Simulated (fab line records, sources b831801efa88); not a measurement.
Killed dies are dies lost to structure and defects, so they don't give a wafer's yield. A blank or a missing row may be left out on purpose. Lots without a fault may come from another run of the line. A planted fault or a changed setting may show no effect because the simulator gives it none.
fab line records | flow sky130
record lots=5 wafers=15 last_day=50
route steps=708 shown VIA2@513
lots that met no fault: from a run of the same line without faults
start_h: hours from the record's first day to the start of the lot's first wafer shown | wait_h: hours since the lot's step before | " the same as in the row above | L1.1+2: a row that stands for several wafers | - no value, or no start given | * or withheld: withheld | < > ~ a bound
route shown NAME@n: a module of which the file shows steps, and the number in the route of the first | usual: mean/standard deviation of fault-free wafers | same: alike in all rows | chamber/n: place in a boat | sites: the reading at each site | _std_site: their standard deviation | _edge_site: outer sites' mean less inner sites' | radius_mm: how far each site lies from the wafer's centre | mask NAME#n: copy n | behind: the tool/chamber that last shaped the wafer | hold: why the lot was held/for how many hours/how that ended | device: the transistor (n, p or np) that didn't switch | end of line: the same wafers' tests at the end of the route | a step without rows: its recipe alone | killed: dies lost to structure and defects at the first sort, not the wafer's yield | map: a wafer's dies, x killed, . not, _ none there
set.NAME: the setting as run; set.NAME@STEP: as run at that earlier step | model.NAME: the simulator's own value behind a step, which no gauge read
lots at some steps of the route; a table a step, a row a wafer
services: from which hour (start_h, from the record's first day; less than 0 if before it) a tool's chamber was out of use, for how many hours, and why
## steps
# step SKY_VIA2_COAT_06
# recipe resist=BARC temp_c=withheld time_s=withheld spin_rpm=3000 resist_thk_nm=60
# usual dispense_pressure_kPa=52/6.6
# columns lot.wafer tool chamber start_h wait_h dispense_pressure_kPa
L076.2 litho_track-03 0 846.12 0.1 44
L076.4 " 0 " " 43
L076.5 " 0 " " 44
L085.1 litho_track-04 0 936.31 0.1 58
L085.2 " 0 " " 58
L085.3 " 0 " " 58
L089.1 litho_track-03 0 948.05 0.1 43
L089.3 " 0 " " 43
L089.5 " 0 " " 44
L094.1 litho_track-01 0 983.74 0.1 57
L094.3 " 0 " " 57
L094.6 " 0 " " 57
L096.1 litho_track-03 0 998.10 0.1 43
L096.2 " 0 " " 44
L096.5 " 0 " " 43
# step SKY_VIA2_COAT_07
# recipe resist=KrF-thick spin_rpm=3000 resist_thk_nm=458.4
# usual dispense_pressure_kPa=52/6.6
# columns lot.wafer tool chamber start_h wait_h dispense_pressure_kPa
L076.2 litho_track-03 0 - - 44
L076.4 " 0 " " 44
L076.5 " 0 " " 44
L085.1 litho_track-04 0 - - 58
L085.2 " 0 " " 58
L085.3 " 0 " " 58
L089.1 litho_track-03 0 - - 43
L089.3 " 0 " " 44
L089.5 " 0 " " 44
L094.1 litho_track-01 0 - - 57
L094.3 " 0 " " 57
L094.6 " 0 " " 57
L096.1 litho_track-03 0 - - 43
L096.2 " 0 " " 44
L096.5 " 0 " " 44
# step SKY_VIA2_SOFTBAKE_08
# recipe temp_c=100 time_s=90 resist=KrF-thick
# columns lot.wafer tool chamber start_h wait_h
L076.2+4+5 litho_track-03 0 - -
L085.1+2+3 litho_track-04 0 - -
L089.1+3+5 litho_track-03 0 - -
L094.1+3+6 litho_track-01 0 - -
L096.1+2+5 litho_track-03 0 - -
# step SKY_VIA2_EXPOSE_09
# recipe mask_id=VIM2 na=0.8 source_shape=annular sigma_inner=0.55 sigma_outer=0.85 target_cd_nm=200 dose_mj=38
# usual exposure_dose_mJ_cm2=37.98/0.04 focus_offset_nm=-0.1/0.54
# columns lot.wafer tool chamber start_h wait_h mask exposure_dose_mJ_cm2 focus_offset_nm
L076.2 krf_scanner-01 0 - - VIM2#0 38.00 -0.7
L076.4 " 0 " " VIM2#0 38.01 -0.5
L076.5 " 0 " " VIM2#0 37.97 -0.7
L085.1 krf_scanner-02 0 - - VIM2#0 37.95 0.1
L085.2 " 0 " " VIM2#0 37.91 0.4
L085.3 " 0 " " VIM2#0 37.96 0.7
L089.1 krf_scanner-01 0 - - VIM2#0 38.03 -0.6
L089.3 " 0 " " VIM2#0 38.05 0.2
L089.5 " 0 " " VIM2#0 38.04 -0.1
L094.1 krf_scanner-02 0 - - VIM2#0 37.96 -0.1
L094.3 " 0 " " VIM2#0 37.93 -0.9
L094.6 " 0 " " VIM2#0 37.95 -0.5
L096.1 krf_scanner-01 0 - - VIM2#0 37.94 -0.7
L096.2 " 0 " " VIM2#0 37.95 -0.1
L096.5 " 0 " " VIM2#0 37.95 -0.4
# step SKY_VIA2_PEB_10
# recipe peb_temp_c=withheld peb_time_s=withheld resist=KrF-thick
# columns lot.wafer tool chamber start_h wait_h
L076.2+4+5 litho_track-04 0 - -
L085.1+2+3 litho_track-04 0 - -
L089.1+3+5 litho_track-01 0 - -
L094.1+3+6 litho_track-03 0 - -
L096.1+2+5 litho_track-04 0 - -
# step SKY_VIA2_DEVELOP_11
# recipe develop_time_s=60 resist=KrF-thick dev_temp_c=21
# usual developer_temp_C=21.00/0.12
# columns lot.wafer tool chamber start_h wait_h developer_temp_C
L076.2 litho_track-04 0 - - 21.02
L076.4 " 0 " " 21.08
L076.5 " 0 " " 20.88
L085.1 litho_track-04 0 - - 21.07
L085.2 " 0 " " 21.22
L085.3 " 0 " " 21.05
L089.1 litho_track-01 0 - - 20.99
L089.3 " 0 " " 20.93
L089.5 " 0 " " 20.89
L094.1 litho_track-03 0 - - 21.04
L094.3 " 0 " " 20.93
L094.6 " 0 " " 20.91
L096.1 litho_track-04 0 - - 20.99
L096.2 " 0 " " 20.96
L096.5 " 0 " " 20.88
# step SKY_VIA2_CD_MEAS_12
# recipe target_cd_nm=200
# usual cd_nm=200.6/1.4
# columns lot.wafer tool chamber start_h wait_h cd_nm
L076.2 cd_sem-01 - 859.68 - 200.3
L076.4 " - " " 200.7
L076.5 " - " " 201.8
L085.1 cd_sem-02 - 949.31 - 197.9
L085.2 " - " " 200.6
L085.3 " - " " 197.7
L089.1 cd_sem-02 - 959.39 - 200.4
L089.3 " - " " 200.5
L089.5 " - " " 201.7
L094.1 cd_sem-02 - 996.40 - 201.0
L094.3 " - " " 200.8
L094.6 " - " " 201.4
L096.1 cd_sem-01 - 1008.96 - 200.2
L096.2 " - " " 199.7
L096.5 " - " " 201.9
# step SKY_VIA2_OVL_MEAS_13
# usual VIA2_OVL=3/5.4
# columns lot.wafer tool chamber start_h wait_h VIA2_OVL[nm]
L076.2 overlay-02 - 859.78 0.1 1
L076.4 " - " " -3
L076.5 " - " " 20
L085.1 overlay-02 - 949.43 0.1 5
L085.2 " - " " 0
L085.3 " - " " 0
L089.1 overlay-02 - 959.51 0.1 10
L089.3 " - " " 2
L089.5 " - " " 12
L094.1 overlay-02 - 996.52 0.1 -3
L094.3 " - " " -2
L094.6 " - " " -2
L096.1 overlay-01 - 1009.08 0.1 0
L096.2 " - " " 6
L096.5 " - " " -1
# step SKY_VIA2_ETCH_14
# recipe chemistry=N2/H2 target=BARC ion_energy_ev=200 source_w=500 bias_w=100 pressure_mtorr=30 n2_flow_sccm=100 h2_flow_sccm=200 stop_on=SiO2 time_s=45.9 target_depth_a=600
# usual drypump_motor_current_A=5.89/0.27 oes_product_au=0.855/0.0053 throttle_valve_pct=13.226/0.0093
# columns lot.wafer tool chamber start_h wait_h drypump_motor_current_A oes_product_au rf_hours_counter_h throttle_valve_pct
L076.2 rie_diel-04 0 859.81 0.0 6.04 0.854 17 13.227
L076.4 " 3 " " 5.67 0.856 16 13.220
L076.5 " 1 " " 6.21 0.843 - 13.226
L085.1 rie_diel-04 3 949.46 0.0 5.71 0.850 19 13.197
L085.2 " 2 " " 5.83 0.853 20 13.227
L085.3 " 0 " " 6.02 0.852 20 13.218
L089.1 rie_diel-03 3 959.55 0.0 5.85 0.857 8 13.217
L089.3 " 1 " " 6.40 0.854 2 13.220
L089.5 " 2 " " 5.80 0.857 - 13.230
L094.1 rie_diel-04 1 996.56 0.0 6.21 0.853 17 13.228
L094.3 " 3 " " 5.70 0.851 20 13.227
L094.6 " 0 " " 6.04 0.862 - 13.219
L096.1 rie_diel-01 2 1009.11 0.0 6.12 0.860 23 13.222
L096.2 " 3 " " 5.46 0.864 15 13.225
L096.5 " 0 " " 5.60 0.864 - 13.215
# step SKY_VIA2_ETCH_15
# recipe target=SiO2 chemistry=C4F8/O2/Ar target_depth_nm=546 stop_on=TiN mask_material=KrF-thick source_w=1500 bias_w=1200 pressure_mtorr=40 c4f8_flow_sccm=withheld O2_flow_sccm=6 Ar_flow_sccm=300 time_s=84
# usual oes_product_au=0.940/0.005
# columns lot.wafer tool chamber start_h wait_h oes_product_au rf_hours_counter_h
L076.2 rie_diel-04 0 859.85 0.0 0.945 17
L076.4 " 3 " " 0.942 16
L076.5 " 1 " " 0.941 -
L085.1 rie_diel-04 3 949.50 0.0 0.936 19
L085.2 " 2 " " 0.932 20
L085.3 " 0 " " 0.934 20
L089.1 rie_diel-03 3 959.59 0.0 0.935 8
L089.3 " 1 " " 0.936 2
L089.5 " 2 " " 0.938 -
L094.1 rie_diel-04 1 996.60 0.0 0.939 17
L094.3 " 3 " " 0.940 20
L094.6 " 0 " " 0.932 -
L096.1 rie_diel-01 2 1009.16 0.0 0.932 23
L096.2 " 3 " " 0.947 15
L096.5 " 0 " " 0.941 -
# step SKY_VIA2_STRIP_16
# recipe chemistry=O2/N2 power_w=1400 pressure_mtorr=1500 platen_temp_c=withheld o2_flow_sccm=3000 n2_flow_sccm=300 overash_fraction=0.5
# usual drypump_motor_current_A=5.5/0.46 oes_product_au=0.402/0.0046 strip_time_to_endpoint_s=4.134/0.028
# same overash_fraction=0.5
# columns lot.wafer tool chamber start_h wait_h drypump_motor_current_A oes_product_au rf_hours_counter_h strip_time_to_endpoint_s
L076.2 plasma_asher-01 1 859.92 0.0 5.2 0.407 70 4.129
L076.4 " 0 " " 5.5 0.409 - 4.143
L076.5 " 0 " " 5.5 0.401 - 4.160
L085.1 plasma_asher-02 1 949.57 0.0 6.2 0.402 117 4.139
L085.2 " 0 " " 6.0 0.408 117 4.076
L085.3 " 1 " " 6.1 0.395 - 4.113
L089.1 plasma_asher-02 0 959.65 0.0 6.0 0.409 118 4.178
L089.3 " 0 " " 6.0 0.405 - 4.141
L089.5 " 0 " " 6.0 0.403 - 4.164
L094.1 plasma_asher-03 1 996.66 0.0 5.5 0.404 25 4.129
L094.3 " 1 " " 5.5 0.406 - 4.141
L094.6 " 1 " " 5.5 0.400 - 4.149
L096.1 plasma_asher-02 0 1009.22 0.0 6.0 0.400 120 4.077
L096.2 " 1 " " 6.1 0.411 120 4.090
L096.5 " 1 " " 6.1 0.399 - 4.080
# step SKY_VIA2_STRIP_17
# recipe chemistry=post_etch_residue_remover time_s=1200 temp_c=72.5
# columns lot.wafer tool chamber start_h wait_h
L076.2+4+5 wet_bench-04 3 860.02 0.1
L085.1+2+3 wet_bench-04 0 949.67 0.1
L089.1+3+5 wet_bench-01 0 959.75 0.1
L094.1+3+6 wet_bench-04 3 996.76 0.1
L096.1+2+5 wet_bench-03 1 1009.32 0.1
# step SKY_VIA2_CLEAN_18
# recipe chemistry=IPA time_s=180 temp_c=25
# columns lot.wafer tool chamber start_h wait_h
L076.2+4+5 wet_bench-01 0 860.36 0.0
L085.1+2+3 wet_bench-04 0 950.04 0.0
L089.1+3+5 wet_bench-04 2 960.09 0.0
L094.1+3+6 wet_bench-01 0 997.10 0.0
L096.1+2+5 wet_bench-01 3 1009.66 0.0
# step SKY_VIA2_CLEAN_19
# recipe chemistry=O3/DIW dry=n2_spin
# columns lot.wafer tool chamber start_h wait_h
L076.2+4+5 wet_bench-03 0 860.42 0.0
L085.1+2+3 wet_bench-04 3 950.10 0.0
L089.1+3+5 wet_bench-03 0 960.15 0.0
L094.1+3+6 wet_bench-04 3 997.16 0.0
L096.1+2+5 wet_bench-03 3 1009.72 0.0
# step SKY_VIA2_SPUTTER_20
# recipe material=TiN target_thk_nm=20 chamber_pressure_pa=5 power_w=4000 time_s=80
# usual chamber_pressure_pa=5.000/0.011 throttle_valve_pct=30.1/0.91
# columns lot.wafer tool chamber start_h wait_h chamber_pressure_pa throttle_valve_pct
L076.2 pvd_sputter-01 - 860.51 0.0 4.996 30.5
L076.4 " - " " 4.981 30.5
L076.5 " - " " 4.993 29.3
L085.1 pvd_sputter-02 - 950.20 0.0 5.016 31.3
L085.2 " - " " 4.990 30.6
L085.3 " - " " 4.996 28.8
L089.1 pvd_sputter-01 - 960.24 0.0 5.019 30.6
L089.3 " - " " 4.990 31.2
L089.5 " - " " 4.989 31.0
L094.1 pvd_sputter-01 - 997.25 0.0 4.995 30.9
L094.3 " - " " 4.988 30.8
L094.6 " - " " 4.993 30.8
L096.1 pvd_sputter-01 - 1009.81 0.0 5.006 29.4
L096.2 " - " " 4.991 30.6
L096.5 " - " " 4.993 30.4
# step SKY_VIA2_CVD_21
# recipe material=W target_thk_nm=420 time_s=126.4 temp_c=400 pressure_torr=40
# usual heater_power_w=890/77
# columns lot.wafer tool chamber start_h wait_h heater_power_w
L076.2 cvd_w-02 1 860.57 0.0 920
L076.4 " 0 " " 800
L076.5 " 1 " " 958
L085.1 cvd_w-02 0 950.27 0.0 781
L085.2 " 1 " " 910
L085.3 " 0 " " 806
L089.1 cvd_w-02 0 960.30 0.0 797
L089.3 " 0 " " 773
L089.5 " 0 " " 780
L094.1 cvd_w-01 0 997.31 0.0 1037
L094.3 " 1 " " 849
L094.6 " 0 " " 1016
L096.1 cvd_w-02 0 1009.87 0.0 812
L096.2 " 1 " " 894
L096.5 " 1 " " 898
# step SKY_VIA2_RS_MEAS_22
# recipe thk_meas_gauge=four-point-probe reads=W_of_VIA2_CVD_21+TiN_of_VIA2_SPUTTER_20
# usual VIA2_W_RS=0.271/0.0046
# columns lot.wafer tool chamber start_h wait_h VIA2_W_RS[ohm/sq]
L076.2 film_metro-03 - 860.72 0.1 0.272
L076.4 " - " " 0.279
L076.5 " - " " 0.275
L085.1 film_metro-03 - 950.40 0.1 0.270
L085.2 " - " " 0.266
L085.3 " - " " 0.270
L089.1 film_metro-02 - 960.43 0.1 0.275
L089.3 " - " " 0.276
L089.5 " - " " 0.274
L094.1 film_metro-01 - 997.45 0.1 0.265
L094.3 " - " " 0.273
L094.6 " - " " 0.263
L096.1 film_metro-01 - 1010.00 0.1 0.275
L096.2 " - " " 0.267
L096.5 " - " " 0.271
# step SKY_VIA2_THK_MEAS_23
# recipe thk_meas_gauge=xrf reads=W_of_VIA2_CVD_21
# usual VIA2_W_THK=432/10
# columns lot.wafer tool chamber start_h wait_h VIA2_W_THK[nm]
L076.2 film_metro-03 - 860.83 0.1 427
L076.4 " - " " 417
L076.5 " - " " 425
L085.1 film_metro-03 - 950.52 0.1 426
L085.2 " - " " 435
L085.3 " - " " 429
L089.1 film_metro-02 - 960.55 0.1 433
L089.3 " - " " 429
L089.5 " - " " 429
L094.1 film_metro-01 - 997.57 0.1 440
L094.3 " - " " 430
L094.6 " - " " 449
L096.1 film_metro-01 - 1010.12 0.1 427
L096.2 " - " " 439
L096.5 " - " " 430
## services
# columns tool chamber start_h hours kind
krf_scanner-02 - 834.07 2.0 repair
rie_diel-03 0 845.50 15.6 repair
rie_diel-03 - 849.25 10.0 pm
krf_scanner-02 - 857.72 2.9 repair
cvd_w-02 0 860.83 4.9 repair
krf_scanner-02 - 871.82 4.4 pm
krf_scanner-01 - 875.50 0.6 repair
rie_diel-03 1 889.23 3.9 repair
krf_scanner-02 - 891.56 1.0 pm
krf_scanner-01 - 893.77 2.7 repair
cvd_w-02 - 904.00 14.0 pm
plasma_asher-02 - 913.48 23.6 repair
krf_scanner-01 - 922.79 0.7 repair
krf_scanner-01 - 924.41 1.3 pm
krf_scanner-01 - 927.74 0.8 pm
wet_bench-04 - 945.31 2.2 repair
rie_diel-04 - 953.94 1.1 repair
krf_scanner-01 - 966.17 1.0 pm
plasma_asher-02 - 968.65 28.1 pm
rie_diel-04 2 975.21 1.2 repair
krf_scanner-01 - 983.79 2.1 repair
wet_bench-03 - 988.29 1.6 repair
cvd_w-02 - 1002.68 6.9 pm
pvd_sputter-01 - 1002.92 2.7 repair
## key
fault none
